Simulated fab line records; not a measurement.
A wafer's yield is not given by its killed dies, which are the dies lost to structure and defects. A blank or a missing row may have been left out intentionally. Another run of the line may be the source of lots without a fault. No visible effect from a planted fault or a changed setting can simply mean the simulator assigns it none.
Which tool was responsible? :: flow sky130 :: Sampling: 12 lots, 36 wafers, 5 of 708 route steps

WHAT EACH GAUGE READ, for each wafer
SKY_FIELD_ISO_CD_MEAS_13: the cd target is 150 nm.
lot: L231
measured: day 2 09:49
on: cdSem-02
cdNm (nm): 150.0 148.5 148.0

lot: L232
measured: day 2 14:04
on: cdSem-01
cdNm (nm): 150.8 151.5 150.2

lot: L234
measured: day 3 08:37
on: cdSem-02
cdNm (nm): 149.6 147.6 149.6

lot: L235
measured: day 3 09:02
on: cdSem-02
cdNm (nm): 150.2 148.3 150.0

lot: L236
measured: day 3 18:37
on: cdSem-02
cdNm (nm): 148.7 149.2 149.3

lot: L237
measured: day 3 18:43
on: cdSem-01
cdNm (nm): 151.5 150.8 150.1

lot: L240
measured: day 4 08:36
on: cdSem-02
cdNm (nm): 149.3 148.6 149.2

lot: L242
measured: day 4 19:16
on: cdSem-01
cdNm (nm): 149.7 149.4 151.7

lot: L250
measured: day 6 13:06
on: cdSem-01
cdNm (nm): 150.9 150.8 150.6

lot: L251
measured: day 6 21:21
on: cdSem-02
cdNm (nm): 152.3 153.4 151.7

lot: L252
measured: day 7 00:02
on: cdSem-01
cdNm (nm): 149.8 148.2 148.8

lot: L253
measured: day 7 05:44
on: cdSem-02
cdNm (nm): 148.4 149.9 149.0

SKY_DNWELL_TW_MEAS_09.
lot: L231
measured: day 3 20:32
on: filmMetro-02
DNWELL_TW: 1105 1104 1102

lot: L232
measured: day 4 04:25
on: filmMetro-02
DNWELL_TW: 1108 1103 1103

lot: L234
measured: day 4 10:17
on: filmMetro-02
DNWELL_TW: 1102 1098 1101

lot: L235
measured: day 4 11:20
on: filmMetro-02
DNWELL_TW: 1103 1098 1101

lot: L236
measured: day 4 19:12
on: filmMetro-02
DNWELL_TW: 1110 1102 1111

lot: L237
measured: day 4 19:32
on: filmMetro-02
DNWELL_TW: 1108 1097 1108

lot: L240
measured: day 5 12:15
on: filmMetro-04
DNWELL_TW: 1117 1109 1116

lot: L242
measured: day 5 20:11
on: filmMetro-03
DNWELL_TW: 1126 1127 1130

lot: L250
measured: day 7 18:24
on: filmMetro-03
DNWELL_TW: 1124 1119 1119

lot: L251
measured: day 8 02:24
on: filmMetro-02
DNWELL_TW: 1102 1101 1099

lot: L252
measured: day 8 03:39
on: filmMetro-04
DNWELL_TW: 1113 1113 1116

lot: L253
measured: day 8 10:37
on: filmMetro-03
DNWELL_TW: 1119 1119 1117

SKY_NWELL_OVL_MEAS_10.
lot: L231
measured: day 5 07:38
on: overlay-02
NWELL_00_OVL (nm): -2.2 -0.7 -3.9

lot: L232
measured: day 5 15:11
on: overlay-02
NWELL_00_OVL (nm): -2.2 -2.2 -2.6

lot: L234
measured: day 5 21:07
on: overlay-01
NWELL_00_OVL (nm): -1.9 -2.8 -1.8

lot: L235
measured: day 5 22:29
on: overlay-02
NWELL_00_OVL (nm): -3.0 -0.4 -0.5

lot: L236
measured: day 6 07:53
on: overlay-01
NWELL_00_OVL (nm): 0.3 -1.1 -0.9

lot: L237
measured: day 6 08:34
on: overlay-02
NWELL_00_OVL (nm): -1.8 -0.5 -1.4

lot: L240
measured: day 7 02:22
on: overlay-02
NWELL_00_OVL (nm): -3.3 -2.1 -3.3

lot: L242
measured: day 7 11:13
on: overlay-02
NWELL_00_OVL (nm): -2.0 -2.3 -4.4

lot: L250
measured: day 9 11:49
on: overlay-01
NWELL_00_OVL (nm): -2.0 -1.5 1.0

lot: L251
measured: day 9 20:43
on: overlay-01
NWELL_00_OVL (nm): 0.7 0.5 0.3

lot: L252
measured: day 9 22:15
on: overlay-02
NWELL_00_OVL (nm): -1.3 -2.4 -2.8

lot: L253
measured: day 10 05:40
on: overlay-02
NWELL_00_OVL (nm): -2.0 -1.8 -1.8

SKY_POLY_GATE_THK_MEAS_01.
lot: L231
measured: day 15 02:49
on: filmMetro-03
POLY_GATE_CVD_00_THK (nm): 176.7 177.7 178.4

lot: L232
measured: day 15 13:23
on: filmMetro-02
POLY_GATE_CVD_00_THK (nm): 178.2 179.8 179.2

lot: L234
measured: day 15 20:08
on: filmMetro-02
POLY_GATE_CVD_00_THK (nm): 181.0 181.2 179.7

lot: L235
measured: day 15 21:39
on: filmMetro-02
POLY_GATE_CVD_00_THK (nm): 177.4 178.7 177.1

lot: L236
measured: day 16 12:12
on: filmMetro-01
POLY_GATE_CVD_00_THK (nm): 182.3 184.2 182.2

lot: L237
measured: day 16 15:53
on: filmMetro-03
POLY_GATE_CVD_00_THK (nm): 181.5 180.3 181.9

lot: L240
measured: day 17 14:43
on: filmMetro-01
POLY_GATE_CVD_00_THK (nm): 91.2 90.4 90.0 91.1 90.4 89.9

lot: L242
measured: day 18 04:19
on: filmMetro-03
POLY_GATE_CVD_00_THK (nm): 90.2 90.4 90.3 90.2 90.4 90.3

lot: L250
measured: day 21 03:28
on: filmMetro-01
POLY_GATE_CVD_00_THK (nm): 177.9 178.4 178.6

lot: L251
measured: day 21 21:24
on: filmMetro-02
POLY_GATE_CVD_00_THK (nm): 179.0 177.1 178.9

lot: L252
measured: day 21 22:37
on: filmMetro-01
POLY_GATE_CVD_00_THK (nm): 179.1 181.0 179.8

lot: L253
measured: day 22 04:55
on: filmMetro-01
POLY_GATE_CVD_00_THK (nm): 180.7 179.6 178.2

TOOL THAT RAN EACH LOT (tool first, then ch and the chambers of the sampled wafers, then the start)
lot: L231
SKY_POLY_GATE_CVD_00: lpcvd-01 ch 1, day 15 01:36

lot: L232
SKY_POLY_GATE_CVD_00: lpcvd-01 ch 0, day 15 12:10

lot: L234
SKY_POLY_GATE_CVD_00: lpcvd-01 ch 1, day 15 18:55

lot: L235
SKY_POLY_GATE_CVD_00: lpcvd-01 ch 1, day 15 20:27

lot: L236
SKY_POLY_GATE_CVD_00: lpcvd-01 ch 1, day 16 10:59

lot: L237
SKY_POLY_GATE_CVD_00: lpcvd-01 ch 0, day 16 14:41

lot: L240
SKY_POLY_GATE_CVD_00: lpcvd-01 ch 0, day 17 13:30

lot: L242
SKY_POLY_GATE_CVD_00: lpcvd-01 ch 0, day 18 03:07

lot: L250
SKY_POLY_GATE_CVD_00: lpcvd-01 ch 0, day 21 02:15

lot: L251
SKY_POLY_GATE_CVD_00: lpcvd-01 ch 0, day 21 20:11

lot: L252
SKY_POLY_GATE_CVD_00: lpcvd-01 ch 1, day 21 21:23

lot: L253
SKY_POLY_GATE_CVD_00: lpcvd-01 ch 1, day 22 03:43
- SKY_POLY_GATE_CVD_00: deposits poly-Si, target thk 180 nm, time 720 s.

AS READ BY THE TOOLS THEMSELVES (means over the sampled wafers that have a number; for cases with no such wafer, the mark the record gives instead)
SKY_POLY_GATE_CVD_00.
lot: L231
tool: lpcvd-01
spikeTcBottomC (C): 642.3
spikeTcCentreC (C): 621.2
spikeTcLowerC (C): 621.2
spikeTcTopC (C): 638.4
spikeTcUpperC (C): 621.7
susceptorTempC (C): 620.03
zonePowerLowerPct (%): 10.1
zonePowerUpperPct (%): 8.96

lot: L232
tool: lpcvd-01
spikeTcBottomC (C): 641.4
spikeTcCentreC (C): 619.8
spikeTcLowerC (C): 621.2
spikeTcTopC (C): 641.9
spikeTcUpperC (C): 620.8
susceptorTempC (C): 619.80
zonePowerLowerPct (%): 7.8
zonePowerUpperPct (%): 8.97

lot: L234
tool: lpcvd-01
spikeTcBottomC (C): 643.1
spikeTcCentreC (C): 621.5
spikeTcLowerC (C): 620.3
spikeTcTopC (C): 638.1
spikeTcUpperC (C): 620.6
susceptorTempC (C): 619.85
zonePowerLowerPct (%): 10.1
zonePowerUpperPct (%): 8.91

lot: L235
tool: lpcvd-01
spikeTcBottomC (C): 643.0
spikeTcCentreC (C): 621.6
spikeTcLowerC (C): 621.3
spikeTcTopC (C): 638.6
spikeTcUpperC (C): 621.9
susceptorTempC (C): 620.12
zonePowerLowerPct (%): 10.2
zonePowerUpperPct (%): 8.85

lot: L236
tool: lpcvd-01
spikeTcBottomC (C): 642.9
spikeTcCentreC (C): 622.3
spikeTcLowerC (C): 619.5
spikeTcTopC (C): 639.4
spikeTcUpperC (C): 621.4
susceptorTempC (C): 619.76
zonePowerLowerPct (%): 10.2
zonePowerUpperPct (%): 8.95

lot: L237
tool: lpcvd-01
spikeTcBottomC (C): 641.0
spikeTcCentreC (C): 618.9
spikeTcLowerC (C): 622.0
spikeTcTopC (C): 641.6
spikeTcUpperC (C): 621.3
susceptorTempC (C): 619.78
zonePowerLowerPct (%): 7.8
zonePowerUpperPct (%): 8.97

lot: L240
tool: lpcvd-01
spikeTcBottomC (C): 613.1
spikeTcCentreC (C): 590.1
spikeTcLowerC (C): 591.1
spikeTcTopC (C): 614.3
spikeTcUpperC (C): 592.6
susceptorTempC (C): 591.21
zonePowerLowerPct (%): 7.2
zonePowerUpperPct (%): 8.28

lot: L242
tool: lpcvd-01
spikeTcBottomC (C): 612.8
spikeTcCentreC (C): 591.8
spikeTcLowerC (C): 591.4
spikeTcTopC (C): 614.3
spikeTcUpperC (C): 591.9
susceptorTempC (C): 591.18
zonePowerLowerPct (%): 7.2
zonePowerUpperPct (%): 8.31

lot: L250
tool: lpcvd-01
spikeTcBottomC (C): 640.7
spikeTcCentreC (C): 619.6
spikeTcLowerC (C): 621.7
spikeTcTopC (C): 641.9
spikeTcUpperC (C): 620.8
susceptorTempC (C): 619.49
zonePowerLowerPct (%): 7.9
zonePowerUpperPct (%): 8.91

lot: L251
tool: lpcvd-01
spikeTcBottomC (C): 640.5
spikeTcCentreC (C): 620.1
spikeTcLowerC (C): 619.9
spikeTcTopC (C): 642.2
spikeTcUpperC (C): 621.2
susceptorTempC (C): 619.95
zonePowerLowerPct (%): 7.8
zonePowerUpperPct (%): 9.05

lot: L252
tool: lpcvd-01
spikeTcBottomC (C): 642.3
spikeTcCentreC (C): 622.2
spikeTcLowerC (C): 620.3
spikeTcTopC (C): 638.3
spikeTcUpperC (C): 621.6
susceptorTempC (C): 619.90
zonePowerLowerPct (%): 10.2
zonePowerUpperPct (%): 8.97

lot: L253
tool: lpcvd-01
spikeTcBottomC (C): 643.7
spikeTcCentreC (C): 622.3
spikeTcLowerC (C): 620.2
spikeTcTopC (C): 638.9
spikeTcUpperC (C): 621.0
susceptorTempC (C): 620.02
zonePowerLowerPct (%): 10.3
zonePowerUpperPct (%): 9.05

THE ANSWER, worked out from the rows above alone
Rule: what is usual is taken from the lots themselves. The widest of any qualifying gaps counts: lots, ordered by their means at a reading, are off when they make up no more than a third of the lots, leave a main group of 4 or more, and stand apart from it by 3 or more times the standard deviation of that group's means. Not used: any main group whose means are identical at the precision the tables above print for the reading. Also off: a lot with no number at a reading for which 4 or more lots have one. The other lots that the step has rows for count as sound. Order of review: gauges by route order, followed by the tools' own readings, for which a lot's mean as printed above is used. The first step at which some lot is off is used, and at that step the reading that is off furthest; a lot without a number counts as furthest.
Off: L240, L242, seen at SKY_POLY_GATE_THK_MEAS_01 (POLY_GATE_CVD_00_THK). The main group has a mean of 179.5 nm with a standard deviation of 1.6.
If a tool, at a process step before that reading, ran all the lots that are off and no sound lot after the first of them, it fits. Not tried: the gauges at SKY_POLY_GATE_THK_MEAS_01; whatever is off there is also off at SKY_POLY_GATE_CVD_00, on other tools, and gauge error can't account for it. None of those tried fits.

WHAT THE SIMULATOR PUT IN
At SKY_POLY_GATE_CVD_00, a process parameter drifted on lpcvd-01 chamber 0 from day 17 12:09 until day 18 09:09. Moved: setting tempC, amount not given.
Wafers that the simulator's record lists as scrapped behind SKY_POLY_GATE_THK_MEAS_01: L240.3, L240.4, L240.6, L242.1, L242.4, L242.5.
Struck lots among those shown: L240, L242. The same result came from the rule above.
